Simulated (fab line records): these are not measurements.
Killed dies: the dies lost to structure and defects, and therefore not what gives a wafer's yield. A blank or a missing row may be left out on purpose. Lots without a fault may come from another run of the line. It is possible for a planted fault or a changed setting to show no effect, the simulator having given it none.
A struck lot beside a sound one || flow sky130 || 17 steps out of a route of 708
Sound: the wafers L151.2, L151.3, L151.6. The struck wafers were L160.2, L160.3, L160.5. Last of all comes the cause.
Order at every step that has rows: each side's tool, ch and its chambers, its first start. Under that, the readings that differ: sound wafers || struck wafers || difference of the means || sigmas: that difference in standard deviations of wafers without a fault.
alike: a reading whose means differ by less than 2 such deviations, as well as words and numbers matching on both sides. not compared: withheld readings; readings where some wafer has no value; bounds like >300 that might hide an equal value; numbers whose values overlap and for which the record gives no deviation.
Wherever a step has rows on one side only, a row that says differs or no value, or a row with sigmas, the two part there. Numbers that have no deviation but don't overlap get no sigmas and don't part them. Lack of a reading on every wafer of one side parts them only where that side has two or more wafers.

first, 3 steps without rows for these wafers: SKY_VIA1_EXPOSE_09 (exposes mask VIM, target cd 150 nm); SKY_VIA1_PEB_10; SKY_VIA1_DEVELOP_11 (develop time 60 s).
SKY_VIA1_CD_MEAS_12: the cd target is 150 nm.
  sound on cd_sem-02 at day 33 01:40; struck on cd_sem-01 at day 35 03:28
  alike: cd_nm
SKY_VIA1_OVL_MEAS_13:
  sound on overlay-01 at day 33 01:46; struck on overlay-02 at day 35 03:34
  alike: VIA1_OVL
SKY_VIA1_ETCH_14: etches BARC in N2/H2, stops on SiO2, time 45.9 s, target depth 60 nm.
  sound on rie_diel-01 ch 0,2, day 33 01:47; struck on rie_diel-04 ch 0,3, day 35 03:35
  alike: drypump_motor_current_A, oes_product_au, throttle_valve_pct
  not compared: rf_hours_counter_h
SKY_VIA1_ETCH_15: etches SiO2 in C4F8/O2/Ar, stops on TiN, target depth 351 nm, time 54 s.
  sound on rie_diel-01 ch 0,2, day 33 01:50; struck on rie_diel-04 ch 0,3, day 35 03:38
  alike: oes_product_au
  not compared: rf_hours_counter_h
SKY_VIA1_STRIP_16: strips in O2/N2.
  sound on plasma_asher-03 ch 0,1, day 33 01:53; struck on plasma_asher-01 ch 0,1, day 35 03:41
  alike: drypump_motor_current_A, oes_product_au, strip_time_to_endpoint_s
  not compared: rf_hours_counter_h
then, 3 steps without rows for these wafers: SKY_VIA1_STRIP_17 (strips in post etch residue remover, time 1200 s); SKY_VIA1_CLEAN_18 (cleans in IPA, time 180 s); SKY_VIA1_CLEAN_19 (cleans in O3/DIW).
SKY_VIA1_SPUTTER_20: material TiN, target thk 20 nm, time 80 s.
  sound on pvd_sputter-04 at day 33 02:28; struck on pvd_sputter-04 at day 35 04:17
  alike: throttle_valve_pct
SKY_VIA1_CVD_21: deposits W, target thk 270 nm, time 80.902 s.
  sound on cvd_w-01 ch 1, day 33 02:32; struck on cvd_w-02 ch 1, day 35 04:20
  no value came back on the struck wafers for chamber_pressure_Torr (Torr), heater_power_outer_w (W), heater_power_w (W); on the sound wafers chamber_pressure_Torr (Torr) reads 39.97 40.03 40.00
SKY_VIA1_RS_MEAS_22: a four-point-probe measurement.
  sound on film_metro-01 at day 33 02:39; struck on film_metro-02 at day 35 04:27
{"reading": "VIA1_W_RS (ohm/sq)", "sound": "0.428 0.419 0.425", "struck": "57.844 58.302 57.909", "difference": "+57.594", "sigmas": "+99 or more"}
SKY_VIA1_THK_MEAS_23: measures by xrf.
  sound on film_metro-01 at day 33 02:46; struck on film_metro-02 at day 35 04:34
{"reading": "VIA1_W_THK (nm)", "sound": "265 269 268", "struck": "<0 <0 <0", "difference": "differs", "sigmas": ""}
SKY_VIA1_CMP_24: polishes, stops on SiO2, t overpolish 15 s, target thk 0 nm.
  sound on cmp-01 ch 0,2,3, day 33 02:55; struck on cmp-01 ch 0,2, day 35 04:37
{"reading": "time_to_endpoint_s (s)", "sound": "60.1 62.6 63.0", "struck": "1.8 5.7 4.7", "difference": -57.8, "sigmas": -21}
  alike: motor_current_A
-- the record jumps here: 12 days lie between the struck wafers' starts before and after (it left off in module VIA1 and takes up again in module PAD_OPEN, whose first step shown is number 708 of the route) --
SKY_PAD_OPEN_PROBE_99:
  sound on prober-01 at day 45 05:02; struck on prober-01 at day 46 18:58
{"reading": "defect_limited_yield (%)", "sound": "84.8 84.6 84.6", "struck": "0 0 0", "difference": -85, "sigmas": -45}
{"reading": "killed_at_M0_to_M3", "sound": "36 37 44", "struck": "454 456 451", "difference": "+415", "sigmas": "+59"}
{"reading": "killed_dies", "sound": "75 76 76", "struck": "492 492 492", "difference": "+416", "sigmas": "+45"}
{"reading": "killed_on_rim", "sound": "12 15 19", "struck": "96 96 96", "difference": "+81", "sigmas": "+20"}
{"reading": "sort_bin_5_function (%)", "sound": "10.2 7.3 8.1", "struck": "93.5 93.1 92.1", "difference": "+84.4", "sigmas": "+60"}
{"reading": "sort_n_pass", "sound": "417 416 416", "struck": "0 0 0", "difference": -416, "sigmas": -45}
{"reading": "sort_yield_pct (%)", "sound": "84.8 84.6 84.6", "struck": "0 0 0", "difference": -85, "sigmas": -45}
  alike: killed_at_M4_up, killed_at_contacts, killed_at_front_end, killed_at_other, killed_open, killed_short, sort_bin_3_pad_short, sort_bin_6_memory

## WHERE THEY PART
Earliest at SKY_VIA1_CVD_21; latest, in this record, at SKY_PAD_OPEN_PROBE_99.

WHY: what had been put in by the simulator
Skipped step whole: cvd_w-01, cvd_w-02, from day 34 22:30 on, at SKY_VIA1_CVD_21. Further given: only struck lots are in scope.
